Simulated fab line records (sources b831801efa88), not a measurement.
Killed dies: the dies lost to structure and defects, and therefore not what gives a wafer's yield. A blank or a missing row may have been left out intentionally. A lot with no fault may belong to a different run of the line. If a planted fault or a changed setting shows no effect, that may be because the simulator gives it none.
Chamber matching -- flow sky130 -- 4 sister chambers for SKY_VIA1_ETCH_14 on rie diel-01
The step etches BARC in N2/H2, stops on SiO2, time 45.9 s, target depth 60 nm. 16 wafers are shown with their chamber, then 8 later ones without.

== EACH WAFER AND ITS CHAMBER ==
wafer,chamber,drypump motor current A (A),throttle valve pct (%),oes product au (a.u.)
L074.2,3,6.1,13.225,0.856
L074.5,1,5.4,13.222,0.858
L074.6,2,5.9,13.211,0.865
L077.2,0,5.7,13.224,0.849
L077.4,0,5.7,13.216,0.855
L077.5,2,5.9,13.223,0.861
L080.1,1,5.4,13.223,0.862
L080.2,0,5.7,13.205,0.854
L080.5,2,5.9,13.221,0.857
L085.4,3,6.1,13.243,0.851
L085.5,1,5.4,13.228,0.857
L085.6,0,5.7,13.225,0.859
L087.1,1,5.5,13.218,0.848
L087.3,2,6.0,13.228,0.850
L087.4,3,6.1,13.225,0.850
L090.2,2,6.0,13.242,0.857

SIGNATURES, as means of the wafers listed above
reading,chamber 0,chamber 1,chamber 2,chamber 3,scatter within a chamber
drypump motor current A,5.700,5.425,5.940,6.100,0.0403
throttle valve pct,13.21750,13.22275,13.22500,13.23100,0.0093
oes product au,0.85425,0.85625,0.85800,0.85233,0.005
Rule: for each reading, subtract the chamber's mean from the wafer's reading, divide by that reading's scatter and square the result; add these up over the readings and take the root, which gives the wafer's distance from the chamber. The wafer belongs to the nearest chamber; if the next one is less than 2 further off, it can't be placed. How the scatter is found: for the shown wafers, subtract from each reading the mean of its chamber, square and add these, divide the total by (wafers less chambers), then take the root.

== WAFERS WHOSE CHAMBER IS MISSING ==
wafer,drypump motor current A (A),throttle valve pct (%),oes product au (a.u.)
L090.3,6.1,13.205,0.843
L090.4,5.7,13.233,0.853
L092.3,6.1,13.220,0.858
L092.4,5.9,13.217,0.861
L092.6,5.4,13.225,0.857
L093.3,5.4,13.221,0.850
L093.4,5.7,13.216,0.857
L093.5,5.4,13.237,0.857

== THE CHAMBER EACH PASSED THROUGH ==
wafer,from the rows above,in truth
L090.3,3,3
L090.4,0,0
L092.3,3,3
L092.4,2,2
L092.6,1,1
L093.3,1,1
L093.4,0,0
L093.5,1,1
Correctly placed: 8 of 8. Can't be placed from these rows: 0. Placed wrongly: 0.
